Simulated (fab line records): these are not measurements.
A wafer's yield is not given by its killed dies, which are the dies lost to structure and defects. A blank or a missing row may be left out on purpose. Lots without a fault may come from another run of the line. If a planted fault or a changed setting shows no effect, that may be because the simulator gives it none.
Commonality check across tools -- flow sky130 -- 39 wafers sampled across 13 lots

THE REASON FOR OPENING IT
At SKY_VT_ADJUST_NCORE_TW_MEAS_11 the reading VT_ADJUST_NCORE_TW is flagged on 2 of 13 lots. No-fault wafers: 218.3, standard deviation 1.
Rule: a lot is flagged in two cases, either no wafer of it has a number, or all its wafers with numbers fall more than 4 standard deviations from that mean. The rest of the lots are taken to be sound.

lot,measured,on,"VT_ADJUST_NCORE_TW, wafer by wafer",flag
L140,day 8 22:23,filmMetro-04,218.9 218.4 219.1,
L141,day 9 06:35,filmMetro-02,217.0 217.7 217.5,
L142,day 9 09:05,filmMetro-04,217.6 218.1 218.2,
L144,day 10 02:25,filmMetro-02,217.8 218.3 219.0,
L145,day 10 10:05,filmMetro-03,220.0 219.4 219.8,
L146,day 10 13:18,filmMetro-03,220.4 219.2 219.2,
L147,day 10 20:15,filmMetro-04,118.9 117.8 117.8,FLAGGED
L148,day 11 02:04,filmMetro-03,120.5 119.6 119.0,FLAGGED
L151,day 12 03:51,filmMetro-03,218.4 216.9 217.9,
L156,day 13 19:17,filmMetro-03,219.3 218.9 217.9,
L157,day 14 00:17,filmMetro-02,217.6 217.8 218.7,
L160,day 14 19:56,filmMetro-04,216.9 215.7 216.7,
L161,day 15 05:15,filmMetro-03,217.0 217.7 217.4,
On average the flagged lots read 118.9, which is -99.4 against the usual, or -99 or more standard deviations.

LOT BY LOT: THE TOOL USED
The record holds 1 process step before the reading, out of a route of 708 steps. Every cell lists first the tool, next ch and the chambers used by the sampled wafers, and last the start.
lot,flag,SKY_VT_ADJUST_NCORE_IMPLANT_09
L140,,"implanter-01 ch 0, day 8 22:08"
L141,,"implanter-01 ch 0, day 9 06:20"
L142,,"implanter-04 ch 0, day 9 08:50"
L144,,"implanter-04 ch 0, day 10 02:12"
L145,,"implanter-04 ch 0, day 10 09:48"
L146,,"implanter-01 ch 0, day 10 13:04"
L147,FLAGGED,"implanter-04 ch 0, day 10 20:01"
L148,FLAGGED,"implanter-04 ch 0, day 11 01:51"
L151,,"implanter-01 ch 0, day 12 03:37"
L156,,"implanter-01 ch 0, day 13 19:02"
L157,,"implanter-03 ch 0, day 14 00:02"
L160,,"implanter-01 ch 0, day 14 19:41"
L161,,"implanter-03 ch 0, day 15 05:01"
These steps, and what they do:
- SKY_VT_ADJUST_NCORE_IMPLANT_09
- SKY_VT_ADJUST_NCORE_TW_MEAS_11

FLAGGED OVER TOTAL, TOOL BY TOOL (the gauges that took the reading come last)
step,tool,lots run,flagged,share of the flagged lots,sound lots run after its first flagged lot
SKY_VT_ADJUST_NCORE_IMPLANT_09,implanter-01,6,0,none,-
SKY_VT_ADJUST_NCORE_IMPLANT_09,implanter-03,2,0,none,-
SKY_VT_ADJUST_NCORE_IMPLANT_09,implanter-04,5,2,all,0
SKY_VT_ADJUST_NCORE_TW_MEAS_11,filmMetro-02,3,0,none,-
SKY_VT_ADJUST_NCORE_TW_MEAS_11,filmMetro-03,6,1,some,"3 (L151,L156,L161)"
SKY_VT_ADJUST_NCORE_TW_MEAS_11,filmMetro-04,4,1,some,1 (L160)

WHAT THE TABLE PERMITS
In the table, 1 row covers all flagged lots: implanter-04 at SKY_VT_ADJUST_NCORE_IMPLANT_09.
- implanter-04 at SKY_VT_ADJUST_NCORE_IMPLANT_09 ran 5 lots, 2 of them flagged. It ran its last sound lot, L145, at day 10 09:48 and its first flagged lot, L147, at day 10 20:01: a fault with its onset between the two fits. Its own readings lie more than 4 standard deviations out on every wafer of the flagged lots: doseIonsCm2, faradayCurrentUA.
Just one tool remains: implanter-04 at SKY_VT_ADJUST_NCORE_IMPLANT_09.

WHAT THE SIMULATOR HAD INSERTED
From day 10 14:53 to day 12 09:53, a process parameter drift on implanter-04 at SKY_VT_ADJUST_NCORE_IMPLANT_09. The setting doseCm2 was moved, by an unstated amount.
Shown lots that were struck: L147, L148. The same result came from the rule above.
